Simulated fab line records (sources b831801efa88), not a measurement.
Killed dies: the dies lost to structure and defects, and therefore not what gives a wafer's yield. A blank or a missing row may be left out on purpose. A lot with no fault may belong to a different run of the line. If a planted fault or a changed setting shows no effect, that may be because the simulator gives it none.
Lot-split experiment / flow sfq_line / 5 lots, 27 wafers read, on a route of 325 steps

== SPLIT DETAILS ==
At SFQ_TRILAYER_M4_ETCH_METAL_ETCH_096 (etches Nb in Cl2/Ar, stops on SiO2, target depth 240 nm, time 120 s), the setting time_s was moved away from the recipe's 120 s on 6 of the 27 wafers read, by -48.6% to -21.7%. For the rest of the wafers, this setting stayed at what the recipe calls for.

Reading taken at the split's own step.

== THE READING ==
oes_product_au, in a.u., at SFQ_TRILAYER_M4_ETCH_METAL_ETCH_096 (etches Nb in Cl2/Ar, stops on SiO2, target depth 240 nm, time 120 s). Typical for fault-free wafers on this fab line: 0.899 a.u., with standard deviation 0.0068 a.u.

wafer=L074.1; tool, chamber at the split=rie_metal-03, 1; time_s as run, s=120; against the recipe=recipe; oes_product_au, a.u.=0.898; against lot-mates on the recipe=-
wafer=L074.2; tool, chamber at the split=rie_metal-03, 0; time_s as run, s=120; against the recipe=recipe; oes_product_au, a.u.=0.882; against lot-mates on the recipe=-
wafer=L074.3; tool, chamber at the split=rie_metal-03, 1; time_s as run, s=120; against the recipe=recipe; oes_product_au, a.u.=0.892; against lot-mates on the recipe=-
wafer=L074.4; tool, chamber at the split=rie_metal-03, 0; time_s as run, s=120; against the recipe=recipe; oes_product_au, a.u.=0.894; against lot-mates on the recipe=-
wafer=L074.5; tool, chamber at the split=rie_metal-03, 1; time_s as run, s=120; against the recipe=recipe; oes_product_au, a.u.=0.890; against lot-mates on the recipe=-
wafer=L074.6; tool, chamber at the split=rie_metal-03, 0; time_s as run, s=120; against the recipe=recipe; oes_product_au, a.u.=0.890; against lot-mates on the recipe=-
wafer=L076.1; tool, chamber at the split=rie_metal-02, 1; time_s as run, s=120; against the recipe=recipe; oes_product_au, a.u.=0.911; against lot-mates on the recipe=-
wafer=L076.2; tool, chamber at the split=rie_metal-02, 0; time_s as run, s=120; against the recipe=recipe; oes_product_au, a.u.=0.900; against lot-mates on the recipe=-
wafer=L076.5; tool, chamber at the split=rie_metal-02, 0; time_s as run, s=120; against the recipe=recipe; oes_product_au, a.u.=0.891; against lot-mates on the recipe=-
wafer=L078.1; tool, chamber at the split=rie_metal-02, 1; time_s as run, s=120; against the recipe=recipe; oes_product_au, a.u.=0.902; against lot-mates on the recipe=-
wafer=L078.2; tool, chamber at the split=rie_metal-02, 1; time_s as run, s=120; against the recipe=recipe; oes_product_au, a.u.=0.903; against lot-mates on the recipe=-
wafer=L078.3; tool, chamber at the split=rie_metal-02, 1; time_s as run, s=120; against the recipe=recipe; oes_product_au, a.u.=0.904; against lot-mates on the recipe=-
wafer=L078.4; tool, chamber at the split=rie_metal-02, 1; time_s as run, s=120; against the recipe=recipe; oes_product_au, a.u.=0.893; against lot-mates on the recipe=-
wafer=L078.5; tool, chamber at the split=rie_metal-02, 1; time_s as run, s=120; against the recipe=recipe; oes_product_au, a.u.=0.909; against lot-mates on the recipe=-
wafer=L078.6; tool, chamber at the split=rie_metal-02, 1; time_s as run, s=120; against the recipe=recipe; oes_product_au, a.u.=0.897; against lot-mates on the recipe=-
wafer=L083.1; tool, chamber at the split=rie_metal-03, 1; time_s as run, s=120; against the recipe=recipe; oes_product_au, a.u.=0.909; against lot-mates on the recipe=-
wafer=L083.2; tool, chamber at the split=rie_metal-03, 0; time_s as run, s=120; against the recipe=recipe; oes_product_au, a.u.=0.899; against lot-mates on the recipe=-
wafer=L083.3; tool, chamber at the split=rie_metal-03, 0; time_s as run, s=120; against the recipe=recipe; oes_product_au, a.u.=0.897; against lot-mates on the recipe=-
wafer=L083.4; tool, chamber at the split=rie_metal-03, 1; time_s as run, s=93.98; against the recipe=-21.7%; oes_product_au, a.u.=1.013; against lot-mates on the recipe=+0.111
wafer=L083.5; tool, chamber at the split=rie_metal-03, 1; time_s as run, s=93.98; against the recipe=-21.7%; oes_product_au, a.u.=1.011; against lot-mates on the recipe=+0.109
wafer=L083.6; tool, chamber at the split=rie_metal-03, 0; time_s as run, s=93.98; against the recipe=-21.7%; oes_product_au, a.u.=0.996; against lot-mates on the recipe=+0.094
wafer=L084.1; tool, chamber at the split=rie_metal-03, 1; time_s as run, s=120; against the recipe=recipe; oes_product_au, a.u.=0.901; against lot-mates on the recipe=-
wafer=L084.2; tool, chamber at the split=rie_metal-03, 0; time_s as run, s=61.64; against the recipe=-48.6%; oes_product_au, a.u.=0.997; against lot-mates on the recipe=+0.096
wafer=L084.3; tool, chamber at the split=rie_metal-03, 1; time_s as run, s=61.64; against the recipe=-48.6%; oes_product_au, a.u.=1.012; against lot-mates on the recipe=+0.111
wafer=L084.4; tool, chamber at the split=rie_metal-03, 0; time_s as run, s=120; against the recipe=recipe; oes_product_au, a.u.=0.901; against lot-mates on the recipe=-
wafer=L084.5; tool, chamber at the split=rie_metal-03, 1; time_s as run, s=61.64; against the recipe=-48.6%; oes_product_au, a.u.=1.014; against lot-mates on the recipe=+0.113
wafer=L084.6; tool, chamber at the split=rie_metal-03, 0; time_s as run, s=120; against the recipe=recipe; oes_product_au, a.u.=0.900; against lot-mates on the recipe=-

FIT RESULTS
A straight line over all 27 wafers: oes_product_au changes by -0.00261 a.u. for each +1% of time_s; r = -0.91; the points scatter about the line by 0.02 a.u.
The same after taking each lot's own level away (the mean of its wafers on the recipe; 27 wafers): -0.00255 a.u. for each +1%; r = -0.91; scatter 0.019 a.u.
The reading moves by 0.12 a.u. for the largest change in time_s, on that fit.
The span of the lots' own levels, 0.8910 to 0.9017 a.u., comes to 1.6 times the standard deviation stated above.
So the lot-to-lot level changes the slope little: the two slopes agree.
Check: with one of the wafers moved furthest among these (-48.6%) left out of the fit, the line predicts +0.14 a.u. for it against its lot-mates. Against them it came out at +0.0963 a.u.
Tool readings at the split's step, against how far the setting was moved: oes_product_au r = -0.91.

== OTHER SPLITS ON THESE WAFERS ==
Note: prior to the reading, these wafers also went through further splits. Each is held against what the fit with the lots' levels taken away leaves over:
other split on the same wafers=SFQ_TRILAYER_M3_ETCH_METAL_ETCH_078 time_s; wafers away from the commonest value=9; r with oes_product_au (lot level and that fit taken away)=-0.08

== THE WHOLE CHAIN: every reading that the file lists as answering this split, in the file's order ==
step=SFQ_TRILAYER_M4_ETCH_METAL_ETCH_096; what it does=etches Nb in Cl2/Ar, stops on SiO2, target depth 240 nm, time 120 s; reading=oes_product_au; change (the file's fit)=-0.00264 a.u. for each +1% of the setting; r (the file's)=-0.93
step=SFQ_TRILAYER_M4_ETCH_METAL_ETCH_096; what it does=etches Nb in Cl2/Ar, stops on SiO2, target depth 240 nm, time 120 s; reading=KrF_of_TRILAYER_M4_LITHO_COAT_093.thk_nm (the simulator's own value, which no gauge read); change (the file's fit)=-1.41 nm for each +1% of the setting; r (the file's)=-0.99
step=SFQ_TRILAYER_M4_ETCH_METAL_ETCH_096; what it does=etches Nb in Cl2/Ar, stops on SiO2, target depth 240 nm, time 120 s; reading=M4.feature_depth_nm (the simulator's own value, which no gauge read); change (the file's fit)=+1.43 nm for each +1% of the setting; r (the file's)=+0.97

== THE FILE'S OWN FIT ==
oes_product_au changes by -0.00264 a.u. for each +1% of time_s, r = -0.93.
